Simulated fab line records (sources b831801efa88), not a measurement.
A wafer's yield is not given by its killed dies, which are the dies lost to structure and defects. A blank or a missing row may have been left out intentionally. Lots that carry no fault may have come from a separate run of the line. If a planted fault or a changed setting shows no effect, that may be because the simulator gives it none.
A struck lot beside a sound one :: flow sky130 :: 31 out of 708 route steps
Sound: the wafers L212.2, L212.4, L212.6. Wafers L226.3, L226.5, L226.6 were the ones struck. At the end, the cause is stated.
Per side, at each step with rows, come the tool, then ch with its chambers, and then its first start. Under that, the readings that differ: sound wafers :: struck wafers :: difference of the means :: sigmas: that difference in standard deviations of wafers without a fault.
alike: same words and numbers on both sides, and readings whose means sit less than 2 such deviations apart. not compared: any withheld reading, any reading some wafer has no value for, any bound like >300 that may hide the same value, and any number with overlapping values for which the record gives no deviation.
A row with sigmas, a row that says differs or no value, or rows on one side alone: a step with any of these is where the two part. Numbers that have no deviation but don't overlap get no sigmas and don't part them. A reading missing from all wafers of one side parts the sides only when that side holds two or more wafers.

first, 1 step without rows for these wafers: SKY_NWELL_IMPLANT_13.
SKY_NWELL_STRIP_14: strips in O2/N2.
  sound on plasma-asher-03 ch 1, day 5 22:12; struck on plasma-asher-03 ch 0,1, day 9 12:38
  alike: chamber-pressure-mTorr, drypump-motor-current-A, oes-product-au, strip-time-to-endpoint-s
  not compared: rf-hours-counter-h
SKY_NWELL_TW_MEAS_15:
  sound on film-metro-01 at day 5 22:19; struck on film-metro-01 at day 9 12:43
  alike: NWELL_TW
then, 7 steps without rows for these wafers: SKY_NWELL_DEHYDRATE_16 (time 60 s); SKY_NWELL_HMDS_17 (prime time 60 s); SKY_NWELL_COAT_18 (resist thk 3000 nm); SKY_NWELL_SOFTBAKE_19; SKY_NWELL_EXPOSE_20 (exposes mask NWM COMPLEMENT, target cd 840 nm); SKY_NWELL_PEB_21; SKY_NWELL_DEVELOP_22 (develop time 57.51 s).
SKY_NWELL_OVL_MEAS_23:
  sound on overlay-02 at day 6 17:08; struck on overlay-01 at day 10 09:41
  alike: NWELL_01_OVL
after that, 1 step had no rows for these wafers: SKY_NWELL_IMPLANT_24.
SKY_NWELL_STRIP_25: strips in O2/N2.
  sound on plasma-asher-03 ch 0,1, day 6 17:19; struck on plasma-asher-03 ch 0,1, day 10 09:53
  no value came back on the struck wafers for any of 5 readings (chamber-pressure-mTorr (mTorr), drypump-motor-current-A (A) and others); on the sound wafers chamber-pressure-mTorr (mTorr) reads 1501.1 1501.1 1497.8
reading: model.coat_of_NWELL_COAT_18.thk-nm (nm)
sound: 0 0 0
struck: 2991 2996 2989
difference: +2992
sigmas: 
  not compared: rf-hours-counter-h
SKY_NWELL_TW_MEAS_26:
  sound on film-metro-01 at day 6 17:25; struck on film-metro-04 at day 10 09:58
  alike: NWELL_2_TW
then, 1 step without rows for these wafers: SKY_NWELL_CLEAN_27 (cleans in SC1/SC2, time 150 s).
SKY_NWELL_RTA_28: time 30 s.
  sound on rtp-anneal-02 ch 0, day 6 17:32; struck on rtp-anneal-01 ch 0, day 10 10:06
  alike: anneal-temp-c-max, lamp-power-pct, ramp-down-c-per-s, wafer_temp_C_max
SKY_NWELL_RS_MEAS_29: the measuring method here is four-point-probe.
  sound on film-metro-03 at day 6 17:38; struck on film-metro-03 at day 10 10:12
  alike: NWELL_RS
SKY_NWELL_RS_MEAS_31: the measuring method here is four-point-probe.
  sound on film-metro-03 at day 6 17:53; struck on film-metro-03 at day 10 10:26
  alike: PWDE_RS
then, 7 steps without rows for these wafers: SKY_VT_ADJUST_HVTP_DEHYDRATE_00 (time 60 s); SKY_VT_ADJUST_HVTP_HMDS_01 (prime time 60 s); SKY_VT_ADJUST_HVTP_COAT_02 (resist thk 1140 nm); SKY_VT_ADJUST_HVTP_SOFTBAKE_03 (time 60 s); SKY_VT_ADJUST_HVTP_EXPOSE_04 (exposes mask HVTPM, target cd 380 nm); SKY_VT_ADJUST_HVTP_PEB_05; SKY_VT_ADJUST_HVTP_DEVELOP_06 (develop time 57.7 s).
SKY_VT_ADJUST_HVTP_CD_MEAS_07: target cd 380 nm.
  sound on cd-sem-01 at day 7 13:35; struck on cd-sem-02 at day 11 08:27
reading: cd-nm (nm)
sound: 384.3 386.3 387.7
struck: 383.1 379.3 380.8
difference: -5.0
sigmas: -2
SKY_VT_ADJUST_HVTP_OVL_MEAS_08:
  sound on overlay-01 at day 7 13:42; struck on overlay-02 at day 11 08:33
  alike: VT_ADJUST_HVTP_OVL
after that, 1 step had no rows for these wafers: SKY_VT_ADJUST_HVTP_IMPLANT_09.
SKY_VT_ADJUST_HVTP_STRIP_10: strips in O2/N2.
  sound on plasma-asher-03 ch 1, day 7 13:53; struck on plasma-asher-04 ch 0,1, day 11 08:45
reading: oes-product-au (a.u.)
sound: 0.719 0.716 0.710
struck: 0.733 0.728 0.727
difference: +0.014
sigmas: +3

reading: strip-time-to-endpoint-s (s)
sound: 14.17 14.19 14.17
struck: 58.55 58.70 58.55
difference: +44.42
sigmas: +99 or more
  alike: chamber-pressure-mTorr, drypump-motor-current-A
  not compared: rf-hours-counter-h
SKY_VT_ADJUST_HVTP_TW_MEAS_11:
  sound on film-metro-03 at day 7 13:59; struck on film-metro-04 at day 11 08:50
reading: VT_ADJUST_HVTP_TW
sound: 1351 1355 1354
struck: 30 30 30
difference: -1323
sigmas: -99 or more
then, 1 step without rows for these wafers: SKY_VT_ADJUST_LVTN_DEHYDRATE_00 (time 60 s).

## WHERE THEY PART
First at SKY_NWELL_STRIP_25; last, within this record, at SKY_VT_ADJUST_HVTP_TW_MEAS_11.

WHY: what the simulator had put in
Entire step skipped (plasma-asher-03, SKY_NWELL_STRIP_25), from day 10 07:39 onward. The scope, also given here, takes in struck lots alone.
